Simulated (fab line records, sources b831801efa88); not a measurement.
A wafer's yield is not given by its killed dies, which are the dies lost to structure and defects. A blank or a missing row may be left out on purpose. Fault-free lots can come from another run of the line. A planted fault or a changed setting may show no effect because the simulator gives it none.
What tool caused it? | flow gf180mcu | route of 602 steps, sampled at 1 step: 12 lots, 36 wafers

== WHAT THE GAUGES READ, wafer by wafer ==
GF_SAB_THK_MEAS_01.
lot  | measured     | on           | SAB_CVD_00_THK (nm)
L075 | day 14 19:46 | filmMetro-03 | 49.4 49.3 50.0
L077 | day 15 10:56 | filmMetro-03 | 48.6 49.6 48.2
L079 | day 15 21:53 | filmMetro-02 | 50.6 50.8 51.2
L081 | day 17 00:13 | filmMetro-02 | 50.7 51.6 51.1
L083 | day 17 07:43 | filmMetro-01 | 51.3 50.4 51.4
L085 | day 17 22:55 | filmMetro-03 | 50.4 50.2 50.0
L087 | day 18 19:28 | filmMetro-02 | 50.3 50.4 51.5
L089 | day 19 13:19 | filmMetro-03 | 49.6 49.6 51.0
L091 | day 20 05:23 | filmMetro-03 | 49.9 50.2 50.3
L093 | day 20 22:10 | filmMetro-02 | 50.4 49.0 52.1
L095 | day 21 15:35 | filmMetro-01 | 48.2 49.7 49.9
L097 | day 22 07:44 | filmMetro-01 | 50.6 49.7 51.2

== TOOL THAT RAN EACH LOT (tool first, then ch and the chambers of the sampled wafers, then the start) ==
The record holds no process step before these readings.

== THE ANSWER, worked out from the rows above alone ==
Rule: usual is defined by the lots themselves. Put in order of their means at a reading, lots are off if they are a third of the lots or fewer, leave a main group of 4 or more, and stand apart from it by a gap of 3 or more times the standard deviation of the main group's means; of several such gaps the widest counts. Not used: any main group whose means are identical at the precision the tables above print for the reading. Also off: a lot with no number at a reading for which 4 or more lots have one. Where the step has rows for the other lots, those lots are counted as sound.
No lot is off at any reading shown: from this, nothing can be told.

== WHAT HAD BEEN PUT IN BY THE SIMULATOR ==
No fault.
